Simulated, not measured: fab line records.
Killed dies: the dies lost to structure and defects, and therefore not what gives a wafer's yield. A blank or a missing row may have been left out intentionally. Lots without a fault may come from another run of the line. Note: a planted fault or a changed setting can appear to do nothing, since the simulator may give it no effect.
What tool caused it? / flow gf180mcu / 39 wafers from 13 lots sampled at 3 of the route's 602 steps

== WHAT EACH GAUGE READ, for each wafer ==
GF_POLY_GATE_THK_MEAS_17. Usual: POLY_GATE_OXIDATION_THK 4.00 nm, standard deviation 0.088.
lot=L328; measured=day 9 06:53; on=film metro-03; POLY_GATE_OXIDATION_THK (nm)=3.98 3.88 3.94; flag=
lot=L329; measured=day 9 11:31; on=film metro-03; POLY_GATE_OXIDATION_THK (nm)=4.05 4.03 3.95; flag=
lot=L330; measured=day 9 22:30; on=film metro-03; POLY_GATE_OXIDATION_THK (nm)=4.09 4.08 4.12; flag=
lot=L331; measured=day 10 03:07; on=film metro-03; POLY_GATE_OXIDATION_THK (nm)=4.02 4.02 4.14; flag=
lot=L332; measured=day 10 08:54; on=film metro-04; POLY_GATE_OXIDATION_THK (nm)=3.98 4.02 4.01; flag=
lot=L333; measured=day 10 17:01; on=film metro-03; POLY_GATE_OXIDATION_THK (nm)=4.03 4.03 4.08; flag=
lot=L334; measured=day 11 01:46; on=film metro-04; POLY_GATE_OXIDATION_THK (nm)=4.00 4.04 4.04; flag=
lot=L335; measured=day 11 09:11; on=film metro-02; POLY_GATE_OXIDATION_THK (nm)=3.97 3.93 3.98; flag=
lot=L342; measured=day 13 17:52; on=film metro-04; POLY_GATE_OXIDATION_THK (nm)=3.99 4.02 3.98; flag=
lot=L344; measured=day 14 11:41; on=film metro-04; POLY_GATE_OXIDATION_THK (nm)=3.87 3.81 3.80; flag=
lot=L345; measured=day 14 21:22; on=film metro-04; POLY_GATE_OXIDATION_THK (nm)=3.87 3.92 3.99; flag=
lot=L349; measured=day 15 20:55; on=film metro-02; POLY_GATE_OXIDATION_THK (nm)=4.04 3.93 3.93; flag=
lot=L348; measured=day 15 21:46; on=film metro-02; POLY_GATE_OXIDATION_THK (nm)=3.96 3.98 3.98; flag=

GF_POLY_GATE_CD_MEAS_18. Usual: 280.0 nm for cd nm, sd 1.4.
lot=L328; measured=day 9 06:57; on=cd sem-02; cd nm (nm)=280.9 281.6 283.3; flag=
lot=L329; measured=day 9 11:38; on=cd sem-01; cd nm (nm)=281.5 281.6 280.8; flag=
lot=L330; measured=day 9 22:35; on=cd sem-01; cd nm (nm)=281.2 279.7 279.7; flag=
lot=L331; measured=day 10 03:11; on=cd sem-01; cd nm (nm)=281.0 279.8 280.2; flag=
lot=L332; measured=day 10 08:59; on=cd sem-02; cd nm (nm)=279.7 279.4 278.9; flag=
lot=L333; measured=day 10 17:05; on=cd sem-02; cd nm (nm)=280.7 281.6 281.0; flag=
lot=L334; measured=day 11 01:50; on=cd sem-02; cd nm (nm)=281.0 278.7 281.3; flag=
lot=L335; measured=day 11 09:16; on=cd sem-02; cd nm (nm)=278.9 279.9 281.5; flag=
lot=L342; measured=day 13 17:55; on=cd sem-01; cd nm (nm)=280.2 280.9 280.5; flag=
lot=L344; measured=day 14 11:45; on=cd sem-01; cd nm (nm)=280.2 280.5 279.6; flag=
lot=L345; measured=day 14 21:26; on=cd sem-01; cd nm (nm)=281.2 279.7 278.2; flag=
lot=L349; measured=day 15 21:00; on=cd sem-01; cd nm (nm)=278.3 280.7 279.7; flag=
lot=L348; measured=day 15 21:49; on=cd sem-01; cd nm (nm)=276.0 279.7 277.0; flag=

GF_HV_LDD_OVL_MEAS_08. Usual: HV_LDD_OVL -0.3 nm, standard deviation 1.2.
lot=L328; measured=day 10 00:54; on=overlay-01; HV_LDD_OVL (nm)=-3.0 -0.7 -1.4; flag=
lot=L329; measured=day 10 05:05; on=overlay-02; HV_LDD_OVL (nm)=0.0 -1.5 -1.2; flag=
lot=L330; measured=day 10 16:26; on=overlay-01; HV_LDD_OVL (nm)=-0.4 -0.8 -0.4; flag=
lot=L331; measured=day 10 21:27; on=overlay-02; HV_LDD_OVL (nm)=-0.6 -0.5 -0.1; flag=
lot=L332; measured=day 11 03:09; on=overlay-01; HV_LDD_OVL (nm)=-0.9 -1.7 -0.2; flag=
lot=L333; measured=day 11 11:38; on=overlay-02; HV_LDD_OVL (nm)=3.7 1.6 0.0; flag=
lot=L334; measured=day 11 20:15; on=overlay-01; HV_LDD_OVL (nm)=0.9 1.1 -1.2; flag=
lot=L335; measured=day 12 04:16; on=overlay-02; HV_LDD_OVL (nm)=-1.5 0.6 0.1; flag=
lot=L342; measured=day 14 14:08; on=overlay-01; HV_LDD_OVL (nm)=-1.3 0.8 -0.8; flag=
lot=L344; measured=day 15 06:35; on=overlay-02; HV_LDD_OVL (nm)=-1.3 -0.9 -1.0; flag=
lot=L345; measured=day 15 17:40; on=overlay-02; HV_LDD_OVL (nm)=-1.1 -1.2 -2.0; flag=
lot=L349; measured=day 16 19:54; on=overlay-02; HV_LDD_OVL (nm)=0.6 1.1 -0.6; flag=
lot=L348; measured=day 16 20:37; on=overlay-01; HV_LDD_OVL (nm)=-0.9 0.2 -0.2; flag=

== WHICH TOOL RAN EACH LOT (tool, then ch and the chambers of the sampled wafers, then the start) ==
The record shows no process step preceding these readings.

== AS READ BY THE TOOLS THEMSELVES (means over the sampled wafers that have a number; for cases with no such wafer, the mark the record gives instead) ==
The record holds no such reading with a usual standard deviation.

== THE ANSWER, worked out from the rows above alone ==
Rule: take the mean of a lot's wafers that have a number; if it is more than 3 standard deviations from the usual mean, the lot is off. A lot without any number at a reading at which 4 lots or more have one is off too. All remaining lots with rows at the step are treated as sound. After the gauges, taken in route order, come the tools' own readings; for these a lot's mean is taken, as printed above. At the first step where some lot is off, the reading lying furthest off is the one used; lots without a number count as furthest.
No lot is off at any reading shown: from this, nothing can be told.

== WHAT WAS PUT IN BY THE SIMULATOR ==
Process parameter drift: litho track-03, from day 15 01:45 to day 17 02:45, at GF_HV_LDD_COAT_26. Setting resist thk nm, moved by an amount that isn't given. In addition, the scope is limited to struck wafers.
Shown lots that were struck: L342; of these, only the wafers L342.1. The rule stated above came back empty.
